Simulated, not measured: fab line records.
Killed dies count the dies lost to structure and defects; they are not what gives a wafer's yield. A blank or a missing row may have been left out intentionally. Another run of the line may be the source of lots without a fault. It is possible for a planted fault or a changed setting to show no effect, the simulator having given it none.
What tool caused it?	flow gf180mcu	12 lots, 36 wafers sampled, at 5 steps of a route of 602

## WHAT THE GAUGES SHOWED, per wafer
GF_M1_RS_MEAS_05: measures by four-point-probe.
lot	measured	on	M1_ALCU_RS (ohm/sq)
L860	day 16 20:15	filmMetro-04	0.0696 0.0700 0.0699
L861	day 17 05:15	filmMetro-01	0.0688 0.0686 0.0693
L865	day 19 03:29	filmMetro-04	0.0717 0.0713 0.0704
L866	day 19 21:06	filmMetro-01	0.0699 0.0695 0.0690
L867	day 19 21:42	filmMetro-01	0.0709 0.0710 0.0703
L868	day 20 02:22	filmMetro-01	0.0699 0.0696 0.0692
L876	day 22 16:32	filmMetro-04	0.0687 0.0687 0.0687
L877	day 22 22:26	filmMetro-01	0.0684 0.0679 0.0687
L879	day 23 12:17	filmMetro-04	0.0690 0.0699 0.0696
L880	day 23 18:59	filmMetro-04	0.0695 0.0692 0.0698
L881	day 24 09:41	filmMetro-01	0.0693 0.0694 0.0688
L882	day 24 16:04	filmMetro-04	0.0688 0.0696 0.0702

GF_M1_OVL_MEAS_15.
lot	measured	on	M1_OVL (nm)
L860	day 17 20:20	overlay-01	-13 -7 -9
L861	day 18 04:49	overlay-01	-11 -9 -10
L865	day 20 05:01	overlay-02	-10 -9 -7
L866	day 20 22:35	overlay-02	-2 -5 -15
L867	day 20 23:01	overlay-01	-2 -2 -7
L868	day 21 02:53	overlay-01	-9 -13 -5
L876	day 23 16:21	overlay-01	-7 -4 -3
L877	day 23 21:49	overlay-02	-2 -4 -5
L879	day 24 11:37	overlay-01	-1 -4 -5
L880	day 24 18:10	overlay-01	-4 -2 -8
L881	day 25 08:12	overlay-01	3 -3 -7
L882	day 25 14:20	overlay-01	-6 -4 -11

GF_V1_RS_MEAS_24: measures by four-point-probe.
lot	measured	on	V1_W_RS (ohm/sq)
L860	day 18 23:35	filmMetro-03	0.318 0.331 0.328
L861	day 19 06:54	filmMetro-04	0.317 0.323 0.323
L865	day 21 07:22	filmMetro-02	0.316 0.324 0.324
L866	day 22 01:54	filmMetro-04	0.327 0.281 0.325
L867	day 22 01:53	filmMetro-03	0.320 0.334 0.320
L868	day 22 05:33	filmMetro-03	0.328 0.279 0.326
L876	day 24 17:43	filmMetro-03	0.329 0.320 0.320
L877	day 24 22:13	filmMetro-04	0.328 0.324 0.329
L879	day 25 12:14	filmMetro-02	0.323 0.320 0.325
L880	day 25 18:02	filmMetro-02	0.316 0.325 0.326
L881	day 26 07:53	filmMetro-02	0.327 0.329 0.338
L882	day 26 14:04	filmMetro-04	0.315 0.315 0.324

GF_V1_THK_MEAS_25: measures by xrf.
lot	measured	on	V1_W_THK (nm)
L860	day 18 23:42	filmMetro-03	370 354 358
L861	day 19 07:01	filmMetro-04	366 362 360
L865	day 21 07:29	filmMetro-02	369 360 362
L866	day 22 02:01	filmMetro-04	357 415 358
L867	day 22 02:00	filmMetro-03	373 356 372
L868	day 22 05:40	filmMetro-03	363 431 363
L876	day 24 17:49	filmMetro-03	355 367 365
L877	day 24 22:20	filmMetro-04	354 359 354
L879	day 25 12:21	filmMetro-02	360 364 361
L880	day 25 18:10	filmMetro-02	372 360 359
L881	day 26 08:00	filmMetro-02	365 363 351
L882	day 26 14:11	filmMetro-04	371 371 360

## EACH LOT AND THE TOOL THAT RAN IT (in order: tool; ch and the chambers of the sampled wafers; start)
lot	GF_V1_CVD_23
L860	cvdW-01 ch 0,1, day 18 23:28
L861	cvdW-02 ch 0,1, day 19 06:47
L865	cvdW-02 ch 0,1, day 21 07:15
L866	cvdW-01 ch 0,1, day 22 01:47
L867	cvdW-02 ch 0,1, day 22 01:46
L868	cvdW-01 ch 0,1, day 22 05:26
L876	cvdW-01 ch 0,1, day 24 17:37
L877	cvdW-02 ch 0,1, day 24 22:06
L879	cvdW-02 ch 0,1, day 25 12:07
L880	cvdW-01 ch 0,1, day 25 17:56
L881	cvdW-02 ch 0,1, day 26 07:46
L882	cvdW-01 ch 0,1, day 26 13:56
- GF_V1_CVD_23: deposits W, target thk 350 nm, time 105.05 s.

## AS READ BY THE TOOLS THEMSELVES (means over the sampled wafers that have a number; for cases with no such wafer, the mark the record gives instead)
GF_V1_CVD_23.
lot	tool	chamberPressureTorr (Torr)	heaterPowerW (W)
L860	cvdW-01	39.99	835
L861	cvdW-02	39.96	869
L865	cvdW-02	39.95	879
L866	cvdW-01	43.42	833
L867	cvdW-02	40.06	843
L868	cvdW-01	43.45	838
L876	cvdW-01	39.96	867
L877	cvdW-02	40.00	888
L879	cvdW-02	40.01	876
L880	cvdW-01	39.94	833
L881	cvdW-02	39.99	860
L882	cvdW-01	40.04	866

## THE ANSWER, worked out from the rows above alone
Rule: the usual values come from the lots themselves. Put in order of their means at a reading, lots are off if they are a third of the lots or fewer, leave a main group of 4 or more, and stand apart from it by a gap of 3 or more times the standard deviation of the main group's means; of several such gaps the widest counts. If all means in a main group match to the digits the tables above print for the reading, that group is not used. A lot without any number at a reading at which 4 lots or more have one is off too. Where the step has rows for the other lots, those lots are counted as sound. First the gauges in route order, then the tools' own readings, where a lot's mean is used as printed above. The first step at which some lot is off is used, and at that step the reading that is off furthest; a lot without a number counts as furthest.
Off: L866, L868, at GF_V1_CVD_23 (chamberPressureTorr). For the main group the mean is 39.99 Torr and the standard deviation 0.037.
A tool fits if, at that step or a process step before it, it ran every lot that is off, and no sound lot after the first of them. No candidate that was tried fits.

## WHAT THE SIMULATOR HAD PUT IN
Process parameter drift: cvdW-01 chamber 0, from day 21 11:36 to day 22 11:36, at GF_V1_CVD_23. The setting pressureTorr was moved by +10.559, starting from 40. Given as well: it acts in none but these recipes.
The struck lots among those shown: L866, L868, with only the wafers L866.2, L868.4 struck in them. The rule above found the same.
